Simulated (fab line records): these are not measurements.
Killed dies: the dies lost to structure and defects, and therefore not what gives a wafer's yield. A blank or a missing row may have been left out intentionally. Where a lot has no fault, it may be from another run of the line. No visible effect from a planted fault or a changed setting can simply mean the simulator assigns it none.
The tool behind it: which one? | flow gf180mcu | 39 wafers from 13 lots sampled at 4 of the route's 602 steps

WHAT THE GAUGES READ, wafer by wafer
GF_CONTACT_RS_MEAS_25: uses a four-point probe to measure. Usual: CONTACT_W_RS 0.383 ohm/sq, standard deviation 0.0035.
lot  | measured     | on            | CONTACT_W_RS (ohm/sq) | flag
L424 | day 16 02:10 | film metro-02 | 0.388 0.385 0.380     |
L426 | day 16 21:08 | film metro-02 | 0.382 0.386 0.382     |
L427 | day 17 02:49 | film metro-03 | 0.386 0.379 0.384     |
L428 | day 17 14:48 | film metro-02 | 0.387 0.390 0.380     |
L429 | day 18 00:56 | film metro-01 | 0.384 0.388 0.392     |
L436 | day 20 16:01 | film metro-02 | 0.386 0.386 0.387     |
L439 | day 21 12:52 | film metro-01 | 0.379 0.382 0.377     |
L438 | day 21 17:02 | film metro-03 | 0.376 0.381 0.378     |
L441 | day 22 13:26 | film metro-02 | 0.382 0.381 0.381     |
L442 | day 22 22:52 | film metro-03 | 0.382 0.385 0.382     |
L445 | day 23 14:51 | film metro-01 | 0.386 0.383 0.386     |
L447 | day 24 02:56 | film metro-01 | 0.384 0.384 0.381     |
L446 | day 24 07:48 | film metro-01 | 0.377 0.382 0.388     |

GF_V1_BOW_MEAS_05. Usual: V1_BOW 80 um, standard deviation 6.7.
lot  | measured     | on            | V1_BOW (um) | flag
L424 | day 17 02:02 | film metro-02 | 76 84 84    |
L426 | day 17 22:34 | film metro-01 | 87 79 78    |
L427 | day 18 04:57 | film metro-04 | 73 72 75    |
L428 | day 18 17:17 | film metro-01 | 91 86 85    |
L429 | day 19 03:10 | film metro-02 | 83 77 78    |
L436 | day 21 17:50 | film metro-02 | 69 68 68    |
L439 | day 22 13:40 | film metro-04 | 84 93 76    |
L438 | day 22 18:53 | film metro-02 | 72 85 78    |
L441 | day 23 14:11 | film metro-04 | 79 67 80    |
L442 | day 23 22:43 | film metro-02 | 81 82 80    |
L445 | day 24 15:02 | film metro-04 | 76 82 72    |
L447 | day 25 02:50 | film metro-02 | 82 79 69    |
L446 | day 25 06:32 | film metro-01 | 79 71 90    |

EACH LOT AND THE TOOL THAT RAN IT (in order: tool; ch and the chambers of the sampled wafers; start)
lot  | GF_M1_SPUTTER_02             | GF_M1_STRIP_17
L424 | pvd sputter-04, day 16 02:44 | plasma asher-03 ch 0,1, day 17 00:56
L426 | pvd sputter-02, day 16 21:42 | plasma asher-02 ch 0,1, day 17 21:26
L427 | pvd sputter-04, day 17 03:26 | plasma asher-02 ch 0,1, day 18 03:47
L428 | pvd sputter-03, day 17 15:30 | plasma asher-04 ch 0,1, day 18 16:09
L429 | pvd sputter-03, day 18 01:31 | plasma asher-03 ch 0,1, day 19 02:02
L436 | pvd sputter-04, day 20 16:34 | plasma asher-04 ch 0,1, day 21 16:40
L439 | pvd sputter-04, day 21 13:28 | plasma asher-02 ch 0,1, day 22 12:29
L438 | pvd sputter-02, day 21 17:37 | plasma asher-02 ch 0,1, day 22 17:44
L441 | pvd sputter-04, day 22 14:03 | plasma asher-04 ch 0,1, day 23 13:05
L442 | pvd sputter-02, day 22 23:28 | plasma asher-04 ch 1, day 23 21:36
L445 | pvd sputter-03, day 23 15:28 | plasma asher-03 ch 0, day 24 13:56
L447 | pvd sputter-03, day 24 03:33 | plasma asher-02 ch 0,1, day 25 01:38
L446 | pvd sputter-02, day 24 08:25 | plasma asher-04 ch 0,1, day 25 05:26
- GF_M1_SPUTTER_02: material AlCu, target thk 450 nm, time 23.9 s.
- GF_M1_STRIP_17: strips in O2/N2.

AS READ BY THE TOOLS THEMSELVES (means over the sampled wafers that have a number; for cases with no such wafer, the mark the record gives instead)
GF_M1_SPUTTER_02. Usual: 29.9 % for throttle valve pct, sd 0.81.
lot  | tool           | throttle valve pct (%) | flag
L424 | pvd sputter-04 | 30.1                   |
L426 | pvd sputter-02 | 29.6                   |
L427 | pvd sputter-04 | 30.0                   |
L428 | pvd sputter-03 | 30.0                   |
L429 | pvd sputter-03 | 29.8                   |
L436 | pvd sputter-04 | 30.0                   |
L439 | pvd sputter-04 | 30.2                   |
L438 | pvd sputter-02 | 29.8                   |
L441 | pvd sputter-04 | 30.2                   |
L442 | pvd sputter-02 | 29.8                   |
L445 | pvd sputter-03 | 30.6                   |
L447 | pvd sputter-03 | 29.8                   |
L446 | pvd sputter-02 | 29.6                   |

GF_M1_STRIP_17. Usual: chamber pressure mTorr 1499.8 mTorr, standard deviation 1.4; drypump motor current A 5.8 A, standard deviation 0.39; heater power w 349 W, standard deviation 36; oes product au 0.558 a.u., standard deviation 0.0056; platen temp c 249.94 C, standard deviation 0.17; strip time to endpoint s 7.87 s, standard deviation 0.043.
lot  | tool            | chamber pressure mTorr (mTorr) | drypump motor current A (A) | heater power w (W) | oes product au (a.u.) | platen temp c (C) | strip time to endpoint s (s) | flag
L424 | plasma asher-03 | 1498.8                         | 6.1                         | 338                | 0.559                 | 249.77            | 7.91                         |
L426 | plasma asher-02 | 1498.9                         | 5.9                         | 338                | 0.549                 | 249.92            | 7.86                         |
L427 | plasma asher-02 | -                              | -                           | -                  | -                     | -                 | -                            | OFF
L428 | plasma asher-04 | -                              | -                           | -                  | -                     | -                 | -                            | OFF
L429 | plasma asher-03 | -                              | -                           | -                  | -                     | -                 | -                            | OFF
L436 | plasma asher-04 | 1500.7                         | 5.4                         | 410                | 0.554                 | 249.99            | 7.84                         |
L439 | plasma asher-02 | 1499.9                         | 5.9                         | 338                | 0.557                 | 249.85            | 7.83                         |
L438 | plasma asher-02 | 1500.3                         | 5.9                         | 338                | 0.560                 | 250.06            | 7.90                         |
L441 | plasma asher-04 | 1499.3                         | 5.6                         | 394                | 0.558                 | 250.15            | 7.87                         |
L442 | plasma asher-04 | 1500.2                         | 5.7                         | 377                | 0.553                 | 250.03            | 7.81                         |
L445 | plasma asher-03 | 1500.0                         | 6.4                         | 356                | 0.550                 | 249.99            | 7.87                         |
L447 | plasma asher-02 | 1500.8                         | 5.9                         | 337                | 0.560                 | 249.97            | 7.87                         |
L446 | plasma asher-04 | 1500.3                         | 5.4                         | 407                | 0.555                 | 250.03            | 7.83                         |

THE ANSWER, worked out from the rows above alone
Rule: a lot counts as off when the mean over its wafers that have a number is more than 3 standard deviations away from the usual mean. Also off: a lot with no number at a reading for which 4 or more lots have one. All remaining lots with rows at the step are treated as sound. Order of review: gauges by route order, followed by the tools' own readings, for which a lot's mean as printed above is used. At the first step where some lot is off, the reading lying furthest off is the one used; lots without a number count as furthest.
Off: L427, L428, L429 (GF_M1_STRIP_17, chamber pressure mTorr). Without a number there: L427, L428, L429.
If a tool, at that step or one of the process steps before it, ran each lot that is off and ran no sound lot following the first of them, it fits. Not one of the candidates tried fits.

WHAT WAS PUT IN BY THE SIMULATOR
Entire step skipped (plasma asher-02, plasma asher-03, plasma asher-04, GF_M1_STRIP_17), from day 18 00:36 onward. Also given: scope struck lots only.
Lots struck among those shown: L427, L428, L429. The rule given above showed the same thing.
